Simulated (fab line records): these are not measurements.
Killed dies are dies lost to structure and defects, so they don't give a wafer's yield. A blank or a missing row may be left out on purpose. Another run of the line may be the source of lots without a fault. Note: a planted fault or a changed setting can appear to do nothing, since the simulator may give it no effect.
Problem report in the 8D (eight disciplines) form, filled by code | flow gf180mcu | the parts of the form that need people (team, actions taken, sign-off) are left out

## 1. THE ISSUE
Mean of rf-fwd-power-W at GF_V2_ETCH_16: 577.1 W across 2 wafers in 2 lots; on wafers with no fault it is 494.8 W (standard deviation 2.1). That is +39 standard deviations from the usual mean.
The step: etches BARC in N2/H2.
Seen first at day 24 02:01 on rie-diel-02, wafer L525.6. At this step, 36 wafers from 12 lots have a number in the record. Rule for "out", or "out of limits": more than 4 standard deviations from the usual mean. Any other wafer with a number is counted as sound.

## 2. WHAT IT IS; WHAT IT IS NOT
question                    | is                | is not
which readings at this step | rf-fwd-power-W    | drypump-motor-current-A, h2-flow-sccm, oes-product-au, throttle-valve-pct
which lots                  | L525, L526        | L516, L517, L520, L522, L524, L527, L536, L537, L538, L539
which wafers of those lots  | L525.6, L526.4    | L525.1, L525.5, L526.1, L526.3
read on which tools         | rie-diel-02       | rie-diel-03, rie-diel-04
when                        | from day 24 02:01 | up to then (17 sound wafers); but 17 sound wafers of L526, L527, L536, L537, L538, L539 came after

## 3. WHAT RULES OUT EACH SUSPECT
Counting: if a tool at a process step up to the reading ran every lot that is out, it stays a suspect. Sound lots after the first of them don't rule it out here, since some wafers of a struck lot are sound.
- rie-diel-02 at GF_V2_ETCH_16 (etches BARC in N2/H2): kept. It ran every lot that is out, first L525 (day 24 02:01); its last sound lot up to then is L524 (day 23 13:15). On those wafers its own readings are out: rf-fwd-power-W.
- In rie-diel-02 at GF_V2_ETCH_16, the wafers that are out were processed in chamber 2 and their sound lot-mates in chambers 0, 1, 3.
After counting, what remains is rie-diel-02 at GF_V2_ETCH_16.

## 4. THE CAUSE (what the simulator had put in)
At GF_V2_ETCH_16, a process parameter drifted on rie-diel-02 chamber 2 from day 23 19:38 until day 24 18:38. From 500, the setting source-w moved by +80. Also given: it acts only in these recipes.
Only this tool survived the counting.

## 5. THE CHAIN OF EFFECTS, in route order
Rows list readings where the struck wafers' mean (over those with a number) sits beyond 3 standard deviations from the usual. Readings are gone through only where the record gives a usual standard deviation; hours: the median, over the lots, of the time from a lot's start at the first step in this table giving one to that lot's start at this step; sigmas: the change measured in usual standard deviations.
hours | step          | reading        | usual   | on struck wafers | change | sigmas
0     | GF_V2_ETCH_16 | rf-fwd-power-W | 494.8 W | 577.1            | +82.3  | +39
Here are the process steps it includes:
- GF_V2_ETCH_16: etches BARC in N2/H2.

## 6. HOW IT WOULD HAVE BEEN CAUGHT EARLIER
The fault began at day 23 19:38; the first out-of-limits reading in this record came at day 24 02:01, 6 hours later.
